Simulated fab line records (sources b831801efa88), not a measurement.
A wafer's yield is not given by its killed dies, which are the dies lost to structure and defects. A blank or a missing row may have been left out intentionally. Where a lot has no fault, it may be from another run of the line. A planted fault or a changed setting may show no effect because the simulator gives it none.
2 desks, one fault ; flow gf180mcu ; each desk holds nothing but its own numbers, with what lay behind them at the end

== AT THE TOOL OWNER'S DESK: implanter-04 ==
For each lot that ran on this tool, the mean over its sampled wafers that have a number, from the tool's own readings at GF_HV_LDD_IMPLANT_35. The brackets show how far a lot's mean lies from the usual mean; more than 4 standard deviations puts the lot out of limits, marked OUT.
Columns: A = dose-ions-cm2 at GF_HV_LDD_IMPLANT_35, usual 7.498e+12; B = end-station-pressure-torr at GF_HV_LDD_IMPLANT_35, usual 5.03e-06 Torr; C = faraday-current-uA at GF_HV_LDD_IMPLANT_35, usual 42.4
lot;first seen here;A;B;C
L512;day 13 08:32;7.501e+12;5.01e-06;42.9
L517;day 14 15:35;7.503e+12;5.22e-06;42.9
L522;day 16 07:37;7.537e+11 (-99 or more) OUT;5.03e-06;4.3 (-46) OUT
L523;day 16 13:46;7.443e+11 (-99 or more) OUT;4.80e-06;4.3 (-46) OUT
L525;day 17 05:12;7.517e+11 (-99 or more) OUT;5.21e-06;4.2 (-46) OUT
This desk's verdict: out of limits on L522, L523, L525, starting with L522 at day 16 07:37 (dose-ions-cm2 at GF_HV_LDD_IMPLANT_35). L512, L517: within limits.

== AT THE METROLOGY DESK ==
What the gauges read for every lot (on any tool): the sampled wafers with a number, averaged. The brackets show how far a lot's mean lies from the usual mean; more than 4 standard deviations puts the lot out of limits, marked OUT.
Columns: A = DUAL_GATE_OVL at GF_DUAL_GATE_OVL_MEAS_11, usual -0.4 nm; B = cd-nm at GF_HV_LDD_CD_MEAS_07, usual 399.7 nm; C = HV_LDD_3_TW at GF_HV_LDD_TW_MEAS_38, usual 1446; D = HV_LDD_RS at GF_HV_LDD_RS_MEAS_53, usual 419.0 ohm/sq; E = HV_LDD_CVD_54_THK at GF_HV_LDD_THK_MEAS_55, usual 10.01 nm
lot;first seen here;A;B;C;D;E
L510;day 9 02:11;2.1;398.3;1453;417.2;9.88
L511;day 9 07:14;-0.9;398.5;1425;419.8;10.10
L512;day 9 19:40;0.2;400.5;1452;419.8;9.95
L514;day 10 06:23;2.6;401.8;1428;418.7;9.92
L516;day 10 19:31;-2.9;400.1;1445;418.5;9.91
L517;day 10 22:41;-1.8;405.0;1434;419.2;10.04
L522;day 12 11:46;-0.9;400.9;1339 (-9.7) OUT;439.1 (+24) OUT;10.27
L523;day 12 16:37;-0.1;402.8;1339 (-9.7) OUT;437.5 (+22) OUT;9.91
L524;day 12 21:28;-0.2;397.3;1451;419.5;9.88
L525;day 13 06:47;-0.5;397.1;1340 (-9.7) OUT;437.8 (+22) OUT;9.91
L528;day 14 01:40;-0.6;401.5;1446;419.3;10.08
L530;day 14 16:07;0.5;399.4;1448;417.6;9.98
L532;day 15 09:53;0.1;398.4;1427;419.3;9.76
This desk's finding: out of limits on L522, L523, L525; first on L522, day 16 08:01 (HV_LDD_3_TW at GF_HV_LDD_TW_MEAS_38). L510, L511, L512, L514, L516, L517, L524, L528, L530, L532: within limits.

== ALL TOGETHER ==
The tool owner's desk had the chance to raise an alarm at day 16 07:37 on L522, L523, L525.
The metrology desk could have raised an alarm at day 16 08:01, on L522, L523, L525.
The lots listed all ran GF_HV_LDD_IMPLANT_35 on implanter-04.

== WHAT THE SIMULATOR HAD PUT IN ==
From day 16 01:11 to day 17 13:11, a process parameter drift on implanter-04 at GF_HV_LDD_IMPLANT_35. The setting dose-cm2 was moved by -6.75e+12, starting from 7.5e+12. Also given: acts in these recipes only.
Lots struck among those shown: L522, L523, L525.
Time in hours from fault onset to the first out-of-limits reading at each desk: tool owner's desk 6, metrology desk 7.
